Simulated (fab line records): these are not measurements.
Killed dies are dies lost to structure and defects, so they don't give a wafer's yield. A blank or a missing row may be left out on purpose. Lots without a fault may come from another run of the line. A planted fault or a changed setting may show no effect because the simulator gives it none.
fab line records -- flow sky130
record: lots: 14, wafers: 42, last_day: 51
route steps=708 shown METAL1@454 VIA1@468
lots with no fault: from the same line, run without faults
start_h: the number of hours between the record's first day and the start of the first shown wafer of the lot -- wait_h: hours elapsed since this lot's preceding step -- " same as the row above -- L1.1+2: a single row standing in for several wafers -- - no value, or no start given -- * or withheld: withheld -- < > ~ a bound
route shown NAME@n: a module of which the file shows steps, and the number in the route of the first -- usual: mean/standard deviation taken from wafers without a fault -- same: alike in all rows -- chamber/n: place in a boat -- sites: each site's reading -- _std_site: how widely they spread, as a standard deviation -- _edge_site: outer sites' mean less inner sites' -- radius_mm: for every site, how far away it sits from the centre of the wafer -- mask NAME#n: copy n -- behind: the tool/chamber that last shaped the wafer -- hold: why the lot was held/for how many hours/how that ended -- device: the transistor (n, p or np) that didn't switch -- end of line: tests run on the same wafers once the route is complete -- step lacking rows: just its recipe -- killed: not the wafer's yield, but the dies lost to structure and defects at the first sort -- map: a wafer's dies, x killed, . not, _ none there
set.NAME: setting as actually run; set.NAME@STEP: the setting as run at that earlier step -- model.NAME: the simulator's own value behind a step, which no gauge read
a sample of lots followed through the steps of the route, with each step as a table and each wafer as a row
services: the hour from which a tool's chamber was out of use, counted from the record's first day as start_h (under 0 if before that day), plus the number of hours and why
== steps ==
step: SKY_METAL1_STRIP_20
recipe: chemistry: O2/N2, power_w: 1400, pressure_mtorr: 1500, platen_temp_c: withheld, o2_flow_sccm: 3000, n2_flow_sccm: 300, overash_fraction: 0.5
usual: drypump_motor_current_A: 6.02/0.26, o2_flow_sccm: 3001/8.4, oes_product_au: 0.344/0.0048, strip_time_to_endpoint_s: 2.72/0.036
lot.wafer,tool,chamber,start_h,wait_h,drypump_motor_current_A,o2_flow_sccm,oes_product_au,rf_hours_counter_h,strip_time_to_endpoint_s
L112.3,plasma_asher-04,1,767.71,0.1,5.78,3004,0.346,-,2.72
L112.4,plasma_asher-04,0,767.71,0.1,6.38,2999,0.342,-,2.77
L112.5,plasma_asher-04,0,767.71,0.1,6.37,3010,0.340,-,2.72
L113.2,plasma_asher-02,0,794.26,0.1,6.34,2991,0.349,69,2.73
L113.3,plasma_asher-02,1,794.26,0.1,5.81,3019,0.344,-,2.74
L113.5,plasma_asher-02,0,794.26,0.1,6.30,2987,0.350,-,2.77
L115.2,plasma_asher-02,1,801.21,0.1,5.80,2998,0.349,69,2.72
L115.5,plasma_asher-02,1,801.21,0.1,5.79,3000,0.348,-,2.75
L115.6,plasma_asher-02,0,801.21,0.1,6.32,3002,0.338,-,2.65
L118.1,plasma_asher-01,1,807.93,0.1,6.00,3004,0.341,35,2.71
L118.2,plasma_asher-01,0,807.93,0.1,5.79,2992,0.341,35,2.74
L118.6,plasma_asher-01,0,807.93,0.1,5.81,2987,0.336,-,2.70
L119.3,plasma_asher-01,0,825.26,0.1,5.80,3016,0.345,-,2.68
L119.5,plasma_asher-01,1,825.26,0.1,5.97,2998,0.342,-,2.71
L119.6,plasma_asher-01,0,825.26,0.1,5.81,2993,0.347,-,2.65
L121.2,plasma_asher-02,1,838.08,0.1,5.82,3003,0.344,73,2.72
L121.5,plasma_asher-02,0,838.08,0.1,6.32,2990,0.337,-,2.64
L121.6,plasma_asher-02,1,838.08,0.1,5.81,3015,0.339,-,2.73
L122.2,plasma_asher-01,0,844.11,0.1,5.80,3010,0.352,39,2.77
L122.3,plasma_asher-01,0,844.11,0.1,5.80,3002,0.342,-,2.74
L122.6,plasma_asher-01,1,844.11,0.1,5.99,2989,0.348,-,2.68
L123.2,plasma_asher-01,0,862.31,0.1,5.79,2998,0.350,40,2.70
L123.3,plasma_asher-01,0,862.31,0.1,5.80,3008,0.345,-,2.73
L123.5,plasma_asher-01,1,862.31,0.1,6.01,3007,0.339,-,2.70
L124.1,plasma_asher-04,1,864.78,0.1,5.77,3010,0.343,105,2.70
L124.2,plasma_asher-04,0,864.78,0.1,6.37,2995,0.341,105,2.71
L124.5,plasma_asher-04,1,864.78,0.1,5.82,3009,0.343,-,2.71
L130.2,plasma_asher-04,0,906.71,0.1,6.37,3003,0.350,109,2.75
L130.4,plasma_asher-04,1,906.71,0.1,5.79,2993,0.342,-,2.74
L130.6,plasma_asher-04,1,906.71,0.1,5.80,3009,0.349,-,2.77
L132.3,plasma_asher-04,0,915.79,0.1,6.38,2998,0.346,-,2.76
L132.4,plasma_asher-04,1,915.79,0.1,5.79,2984,0.339,-,2.69
L132.5,plasma_asher-04,0,915.79,0.1,6.38,3004,0.344,-,2.76
L131.3,plasma_asher-02,0,917.16,0.1,6.34,3008,0.344,-,2.76
L131.5,plasma_asher-02,1,917.16,0.1,5.81,2997,0.346,-,2.71
L131.6,plasma_asher-02,0,917.16,0.1,6.34,3009,0.340,-,2.71
L134.1,plasma_asher-01,0,960.51,0.1,5.77,3003,0.358,50,2.77
L134.3,plasma_asher-01,1,960.51,0.1,5.98,3003,0.352,-,2.76
L134.6,plasma_asher-01,0,960.51,0.1,5.78,2999,0.342,-,2.67
L133.2,plasma_asher-04,1,965.61,0.1,5.78,2990,0.348,115,2.65
L133.3,plasma_asher-04,0,965.61,0.1,6.37,3010,0.340,-,2.66
L133.4,plasma_asher-04,1,965.61,0.1,5.80,2999,0.353,-,2.71
step: SKY_VIA1_PEB_10
recipe: peb_temp_c: withheld, peb_time_s: withheld, resist: KrF-thick
usual: chill_plate_temp_C: *, exhaust_pa: 44.9/0.8, resist_line_temp_C: *
lot.wafer,tool,chamber,start_h,wait_h,chill_plate_temp_C,exhaust_pa,resist_line_temp_C
L112.3,litho_track-02,0,794,-,*,44.7,*
L112.4,litho_track-02,0,794,-,*,44.2,*
L112.5,litho_track-02,0,795,-,*,44.4,*
L113.2,litho_track-02,0,821,-,*,45.2,*
L113.3,litho_track-02,0,821,-,*,44.1,*
L113.5,litho_track-02,0,821,-,*,44.8,*
L115.2,litho_track-04,0,827,-,*,45.1,*
L115.5,litho_track-04,0,827,-,*,44.1,*
L115.6,litho_track-04,0,827,-,*,45.2,*
L118.1,litho_track-02,0,834,-,*,47.1,*
L118.2,litho_track-02,0,835,-,*,45.2,*
L118.6,litho_track-02,0,835,-,*,45.8,*
L119.3,litho_track-01,0,852,-,*,44.8,*
L119.5,litho_track-01,0,852,-,*,44.8,*
L119.6,litho_track-01,0,852,-,*,44.6,*
L121.2,litho_track-02,0,864,-,*,42.8,*
L121.5,litho_track-02,0,864,-,*,43.2,*
L121.6,litho_track-02,0,864,-,*,44.6,*
L122.2,litho_track-02,-,870,-,-,-,-
L122.3,litho_track-02,-,870,-,-,-,-
L122.6,litho_track-02,-,870,-,-,-,-
L123.2,litho_track-02,-,889,-,-,-,-
L123.3,litho_track-02,-,889,-,-,-,-
L123.5,litho_track-02,-,889,-,-,-,-
L124.1,litho_track-01,0,892,-,*,44.9,*
L124.2,litho_track-01,0,892,-,*,45.1,*
L124.5,litho_track-01,0,892,-,*,44.6,*
L130.2,litho_track-01,0,932,-,*,44.2,*
L130.4,litho_track-01,0,932,-,*,44.3,*
L130.6,litho_track-01,0,933,-,*,45.0,*
L132.3,litho_track-01,0,941,-,*,45.6,*
L132.4,litho_track-01,0,941,-,*,44.8,*
L132.5,litho_track-01,0,941,-,*,46.3,*
L131.3,litho_track-01,0,943,-,*,44.2,*
L131.5,litho_track-01,0,943,-,*,45.1,*
L131.6,litho_track-01,0,943,-,*,44.9,*
L134.1,litho_track-01,0,985,-,*,45.3,*
L134.3,litho_track-01,0,985,-,*,44.7,*
L134.6,litho_track-01,0,985,-,*,44.6,*
L133.2,litho_track-01,0,989,-,*,43.7,*
L133.3,litho_track-01,0,989,-,*,44.5,*
L133.4,litho_track-01,0,989,-,*,45.7,*
step: SKY_VIA1_ETCH_14
recipe: chemistry: N2/H2, target: BARC, ion_energy_ev: 200, source_w: 500, bias_w: 100, pressure_mtorr: 30, n2_flow_sccm: 100, h2_flow_sccm: 200, stop_on: SiO2, time_s: 45.9, target_depth_a: 600
usual: drypump_motor_current_A: 5.8/0.43, h2_flow_sccm: 200.1/0.57, oes_product_au: 0.855/0.0049, throttle_valve_pct: 13.225/0.0091
lot.wafer,tool,chamber,start_h,wait_h,drypump_motor_current_A,h2_flow_sccm,oes_product_au,rf_hours_counter_h,throttle_valve_pct
L112.3,rie_diel-01,0,795.39,0.0,5.8,200.6,0.859,4,13.219
L112.4,rie_diel-01,1,795.39,0.0,6.1,201.1,0.862,11,13.227
L112.5,rie_diel-01,0,795.39,0.0,5.8,200.5,0.853,-,13.226
L113.2,rie_diel-01,2,821.79,0.0,5.4,199.4,0.856,16,13.215
L113.3,rie_diel-01,3,821.79,0.0,5.0,200.0,0.845,7,13.234
L113.5,rie_diel-01,3,821.79,0.0,4.9,200.7,0.855,-,13.236
L115.2,rie_diel-01,2,828.29,0.0,5.4,200.3,0.859,16,13.229
L115.5,rie_diel-01,2,828.29,0.0,5.4,199.4,0.858,-,13.235
L115.6,rie_diel-01,1,828.29,0.0,6.1,199.7,0.864,-,13.209
L118.1,rie_diel-01,2,835.49,0.0,5.4,200.3,0.848,17,13.227
L118.2,rie_diel-01,1,835.49,0.0,6.1,200.2,0.854,13,13.242
L118.6,rie_diel-01,1,835.49,0.0,6.1,200.7,0.856,-,13.219
L119.3,rie_diel-01,3,852.54,0.0,4.9,199.6,0.851,7,13.222
L119.5,rie_diel-01,2,852.54,0.0,5.5,199.7,0.847,-,13.242
L119.6,rie_diel-01,1,852.54,0.0,6.1,200.3,0.849,-,13.229
L121.2,rie_diel-04,1,865.09,0.0,5.8,200.1,0.856,6,13.217
L121.5,rie_diel-04,0,865.09,0.0,5.7,199.4,0.849,-,13.221
L121.6,rie_diel-04,1,865.09,0.0,5.9,200.5,0.855,-,13.223
L122.2,rie_diel-01,0,871.29,0.0,5.8,200.6,0.853,6,13.230
L122.3,rie_diel-01,1,871.29,0.0,6.1,200.3,0.865,13,13.215
L122.6,rie_diel-01,0,871.29,0.0,5.8,201.3,0.847,-,13.229
L123.2,rie_diel-01,1,889.64,0.0,6.2,199.9,0.849,14,13.250
L123.3,rie_diel-01,0,889.64,0.0,5.8,200.5,0.851,6,13.216
L123.5,rie_diel-01,3,889.64,0.0,5.0,199.8,0.851,-,13.212
L124.1,rie_diel-03,2,892.64,0.0,6.4,200.5,0.854,23,13.219
L124.2,rie_diel-03,3,892.64,0.0,6.5,199.9,0.855,5,13.215
L124.5,rie_diel-03,3,892.64,0.0,6.4,200.4,0.860,-,13.238
L130.2,rie_diel-01,1,933.34,0.0,6.1,200.5,0.859,15,13.236
L130.4,rie_diel-01,2,933.34,0.0,5.5,198.7,0.841,19,13.219
L130.6,rie_diel-01,3,933.34,0.0,4.9,199.8,0.857,-,13.228
L132.3,rie_diel-01,1,941.69,0.0,6.1,199.7,0.858,16,13.227
L132.4,rie_diel-01,2,941.69,0.0,5.4,199.6,0.854,19,13.233
L132.5,rie_diel-01,1,941.69,0.0,6.1,199.9,0.844,-,13.233
L131.3,rie_diel-03,2,943.74,0.0,6.4,199.8,0.846,24,13.213
L131.5,rie_diel-03,2,943.74,0.0,6.4,199.7,0.854,-,13.246
L131.6,rie_diel-03,3,943.74,0.0,6.4,199.6,0.862,-,13.226
L134.1,rie_diel-03,2,985.69,0.0,6.4,200.5,0.858,26,13.222
L134.3,rie_diel-03,0,985.69,0.0,5.6,199.9,0.859,18,13.237
L134.6,rie_diel-03,0,985.69,0.0,5.5,200.4,0.856,-,13.201
L133.2,rie_diel-04,0,989.64,0.0,5.7,199.4,0.851,20,13.223
L133.3,rie_diel-04,2,989.64,0.0,6.5,199.0,0.860,12,13.216
L133.4,rie_diel-04,3,989.64,0.0,5.9,200.3,0.847,12,13.222
== services ==
tool,chamber,start_h,hours,kind
rie_diel-01,0,756.11,9.3,repair
plasma_asher-01,-,756.93,2.8,pm
rie_diel-01,3,756.96,1.9,repair
rie_diel-04,0,765.69,6.6,repair
rie_diel-01,-,786.51,1.4,repair
plasma_asher-04,-,787.98,3.2,repair
rie_diel-04,-,805.43,0.8,repair
rie_diel-01,3,814.84,3.9,repair
rie_diel-04,-,819.53,0.8,repair
plasma_asher-04,-,825.93,1.8,repair
rie_diel-01,3,834.20,5.4,repair
rie_diel-01,1,852.89,9.3,repair
rie_diel-03,2,860.47,7.9,repair
rie_diel-03,0,868.68,2.4,repair
rie_diel-04,2,893.15,5.9,repair
rie_diel-03,3,899.94,4.7,repair
rie_diel-01,0,909.25,10.0,repair
rie_diel-01,2,915.13,7.6,repair
rie_diel-01,-,945.82,2.8,pm
rie_diel-03,0,959.98,5.4,repair
plasma_asher-02,-,963.80,3.3,repair
== key ==
first_sign: step: SKY_VIA1_PEB_10, reading: tool_record, direction: missing
effect none on later readings
met_at SKY_VIA1_PEB_10
struck_lots L122,L123
later_rows_left_out L122.2,L122.3,L122.6,L123.2,L123.3,L123.5
sort_left_out L122.2,L122.3,L122.6,L123.2,L123.3,L123.5
not_acting_at SKY_METAL1_STRIP_20,SKY_VIA1_ETCH_14
onset_between 864 870
fault: kind: skipped_step_whole, tool: litho_track-02, chamber: -, onset_h: 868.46, steps: SKY_VIA1_PEB_10, scope: struck_lots_only
sort_left_out: the simulated sort isn't trusted on such a fault, so these wafers' sort isn't shown, and their yield isn't known
later_rows_left_out: the simulator's readings of these wafers behind a module that went badly wrong aren't trusted and aren't shown, but for the sort
